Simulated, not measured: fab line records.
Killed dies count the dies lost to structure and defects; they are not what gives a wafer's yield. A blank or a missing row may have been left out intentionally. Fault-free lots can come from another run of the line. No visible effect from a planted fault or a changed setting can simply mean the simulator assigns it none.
What tool caused it? | flow sky130 | 12 lots, 36 wafers sampled, at 4 steps of a route of 708

## WHAT EACH GAUGE READ, for each wafer
SKY_RES_XHIGH_TW_MEAS_09. Usual: RES_XHIGH_TW 1641, standard deviation 14.
lot  | measured     | on           | RES_XHIGH_TW   | flag
L823 | day 26 15:50 | filmMetro-01 | 1641 1628 1634 | 
L824 | day 27 01:08 | filmMetro-02 | 1658 1667 1663 | 
L826 | day 28 13:47 | filmMetro-02 | 1663 1659 1659 | 
L827 | day 28 15:53 | filmMetro-02 | 1654 1659 1654 | 
L828 | day 28 14:59 | filmMetro-01 | 1645 1642 1644 | 
L831 | day 29 09:41 | filmMetro-01 | 1640 1650 1644 | 
L832 | day 29 19:12 | filmMetro-03 | 1616 1617 1619 | 
L833 | day 30 08:27 | filmMetro-01 | 1623 1628 1625 | 
L834 | day 30 07:51 | filmMetro-01 | 1611 1620 1619 | 
L836 | day 32 07:31 | filmMetro-03 | 1641 1642 1638 | 
L844 | day 33 14:53 | filmMetro-02 | 1643 1651 1646 | 
L845 | day 33 20:20 | filmMetro-02 | 1649 1649 1653 | 

## WHICH TOOL RAN EACH LOT (tool, then ch and the chambers of the sampled wafers, then the start)
lot  | SKY_GATE_OXIDE_OXIDATION_16   | SKY_POLY_CUT_ETCH_10              | SKY_RES_XHIGH_STRIP_08
L823 | furnace-02 ch 0, day 14 01:24 | rieDiel-04 ch 0,2,3, day 24 04:37 | plasmaAsher-01 ch 0,1, day 26 15:43
L824 | furnace-02 ch 0, day 14 11:43 | rieDiel-03 ch 0,1,3, day 24 14:40 | plasmaAsher-02 ch 0,1, day 27 01:01
L826 | furnace-02 ch 0, day 15 02:50 | rieDiel-01 ch 1,2, day 26 04:16   | plasmaAsher-02 ch 0,1, day 28 13:40
L827 | furnace-02 ch 0, day 15 02:50 | rieDiel-03 ch 0,1,3, day 26 05:36 | plasmaAsher-02 ch 0,1, day 28 15:47
L828 | furnace-02 ch 0, day 15 15:58 | rieDiel-03 ch 0,1,2, day 26 05:04 | plasmaAsher-04 ch 0,1, day 28 14:53
L831 | furnace-01 ch 0, day 16 14:35 | rieDiel-03 ch 0,1, day 27 00:42   | plasmaAsher-02 ch 0,1, day 29 09:35
L832 | furnace-02 ch 0, day 16 23:56 | rieDiel-01 ch 0,3, day 27 10:12   | plasmaAsher-01 ch 0,1, day 29 19:05
L833 | furnace-02 ch 0, day 17 10:07 | rieDiel-04 ch 1,2, day 28 00:09   | plasmaAsher-04 ch 0,1, day 30 08:21
L834 | furnace-01 ch 0, day 17 10:12 | rieDiel-03 ch 0,1,3, day 27 23:12 | plasmaAsher-04 ch 0,1, day 30 07:45
L836 | furnace-02 ch 0, day 19 17:18 | rieDiel-01 ch 0,1,3, day 29 23:16 | plasmaAsher-01 ch 0,1, day 32 07:25
L844 | furnace-02 ch 0, day 21 05:57 | rieDiel-04 ch 0,1,3, day 31 08:21 | plasmaAsher-01 ch 0,1, day 33 14:46
L845 | furnace-02 ch 0, day 21 10:58 | rieDiel-01 ch 0,1,3, day 31 13:02 | plasmaAsher-01 ch 0,1, day 33 20:14
- SKY_GATE_OXIDE_OXIDATION_16: stabilise 600 s, purge 300 s, target thk 3.57 nm.
- SKY_POLY_CUT_ETCH_10: etches BARC in N2/H2, stops on SiO2, time 45.9 s, target depth 60 nm.
- SKY_RES_XHIGH_STRIP_08: strips in O2/N2.

## WHAT THE TOOLS THEMSELVES READ (means of the sampled wafers that have a number; where no wafer has one, the mark that the record gives instead)
SKY_GATE_OXIDE_OXIDATION_16. Usual: rampDownCPerMin 3.0000, standard deviation 0.00053; spikeTcBottomC 820.3 C, standard deviation 1.9; spikeTcCentreC 800.7 C, standard deviation 1.1; spikeTcLowerC 801.3 C, standard deviation 1.1; spikeTcTopC 811.7 C, standard deviation 2.3; spikeTcUpperC 800.2 C, standard deviation 1.1.
lot  | tool       | rampDownCPerMin | spikeTcBottomC (C) | spikeTcCentreC (C) | spikeTcLowerC (C) | spikeTcTopC (C) | spikeTcUpperC (C) | flag
L823 | furnace-02 | 3.0004          | 820.4              | 800.8              | 801.4             | 813.1           | 800.3             | 
L824 | furnace-02 | 2.9996          | 819.4              | 800.2              | 801.2             | 813.2           | 801.0             | 
L826 | furnace-02 | 2.9997          | 819.3              | 801.1              | 801.4             | 813.8           | 799.8             | 
L827 | furnace-02 | 2.9999          | 818.6              | 800.9              | 801.2             | 813.7           | 800.8             | 
L828 | furnace-02 | 2.9997          | 819.4              | 800.4              | 801.3             | 812.3           | 800.8             | 
L831 | furnace-01 | 3.0004          | 822.3              | 800.8              | 800.8             | 809.4           | 798.6             | 
L832 | furnace-02 | 3.0005          | 818.7              | 800.6              | 801.5             | 813.8           | 800.7             | 
L833 | furnace-02 | 3.0002          | 819.2              | 798.7              | 801.4             | 814.0           | 800.5             | 
L834 | furnace-01 | 2.9998          | 823.6              | 800.4              | 800.9             | 808.4           | 799.2             | 
L836 | furnace-02 | 2.9999          | 818.3              | 799.6              | 800.5             | 813.4           | 799.8             | 
L844 | furnace-02 | 3.0000          | 807.9              | 788.2              | 788.9             | 799.8           | 788.7             | OFF
L845 | furnace-02 | 2.9999          | 807.1              | 788.8              | 790.8             | 801.8           | 789.2             | OFF

SKY_POLY_CUT_ETCH_10. Usual: drypumpMotorCurrentA 5.9 A, standard deviation 0.5; oesProductAu 0.854 a.u., standard deviation 0.0045; throttleValvePct 13.226 %, standard deviation 0.0095.
lot  | tool       | drypumpMotorCurrentA (A) | oesProductAu (a.u.) | throttleValvePct (%) | flag
L823 | rieDiel-04 | 5.8                      | 0.853               | 13.231               | 
L824 | rieDiel-03 | 5.9                      | 0.851               | 13.222               | 
L826 | rieDiel-01 | 5.6                      | 0.854               | 13.226               | 
L827 | rieDiel-03 | 6.0                      | 0.855               | 13.223               | 
L828 | rieDiel-03 | 5.9                      | 0.852               | 13.224               | 
L831 | rieDiel-03 | 5.5                      | 0.857               | 13.223               | 
L832 | rieDiel-01 | 6.0                      | 0.857               | 13.224               | 
L833 | rieDiel-04 | 5.9                      | 0.855               | 13.217               | 
L834 | rieDiel-03 | 6.0                      | 0.855               | 13.227               | 
L836 | rieDiel-01 | 5.7                      | 0.853               | 13.222               | 
L844 | rieDiel-04 | 5.8                      | 0.851               | 13.225               | 
L845 | rieDiel-01 | 5.8                      | 0.858               | 13.229               | 

SKY_RES_XHIGH_STRIP_08. Usual: drypumpMotorCurrentA 5.6 A, standard deviation 0.37; oesProductAu 0.711 a.u., standard deviation 0.0048; stripTimeToEndpointS 14.26 s, standard deviation 0.043.
lot  | tool           | drypumpMotorCurrentA (A) | oesProductAu (a.u.) | stripTimeToEndpointS (s) | flag
L823 | plasmaAsher-01 | 5.1                      | 0.711               | 14.26                    | 
L824 | plasmaAsher-02 | 6.0                      | 0.712               | 14.28                    | 
L826 | plasmaAsher-02 | 6.0                      | 0.710               | 14.22                    | 
L827 | plasmaAsher-02 | 5.8                      | 0.708               | 14.26                    | 
L828 | plasmaAsher-04 | 5.7                      | 0.712               | 14.33                    | 
L831 | plasmaAsher-02 | 5.8                      | 0.712               | 14.22                    | 
L832 | plasmaAsher-01 | 5.1                      | 0.713               | 14.35                    | 
L833 | plasmaAsher-04 | 5.6                      | 0.714               | 14.28                    | 
L834 | plasmaAsher-04 | 5.6                      | 0.713               | 14.32                    | 
L836 | plasmaAsher-01 | 5.1                      | 0.713               | 14.26                    | 
L844 | plasmaAsher-01 | 5.1                      | 0.713               | 14.27                    | 
L845 | plasmaAsher-01 | 5.2                      | 0.714               | 14.26                    | 

## THE ANSWER, worked out from the rows above alone
Rule: a lot is off if the mean of its wafers that have a number lies more than 3 standard deviations from the usual mean. A lot without any number at a reading at which 4 lots or more have one is off too. The other lots that the step has rows for count as sound. Order of review: gauges by route order, followed by the tools' own readings, for which a lot's mean as printed above is used. The first step at which some lot is off is used, and at that step the reading that is off furthest; a lot without a number counts as furthest.
Off: L844, L845, at SKY_GATE_OXIDE_OXIDATION_16 (spikeTcCentreC).
A tool fits if, at that step or a process step before it, it ran every lot that is off, and no sound lot after the first of them. One fits: SKY_GATE_OXIDE_OXIDATION_16 on furnace-02. Its last sound lot is L836 (day 19 17:18), its first lot that is off L844 (day 21 05:57): a fault that began between those two fits.
The tool's own readings at SKY_GATE_OXIDE_OXIDATION_16 bear it out: on the lots that are off they differ by more than 5 times the standard deviation of the sound lots' means. spikeTcBottomC reads 807.5 C there against 819.9 C on the sound lots; spikeTcCentreC reads 788.5 C there against 800.4 C on the sound lots; spikeTcLowerC reads 789.8 C there against 801.2 C on the sound lots; spikeTcTopC reads 800.8 C there against 812.5 C on the sound lots; spikeTcUpperC reads 789.0 C there against 800.1 C on the sound lots.

## WHAT THE SIMULATOR HAD INSERTED
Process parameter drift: furnace-02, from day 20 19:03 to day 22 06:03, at SKY_GATE_OXIDE_OXIDATION_16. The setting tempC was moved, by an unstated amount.
Lots struck among those shown: L844, L845. The rule above reached the same finding.
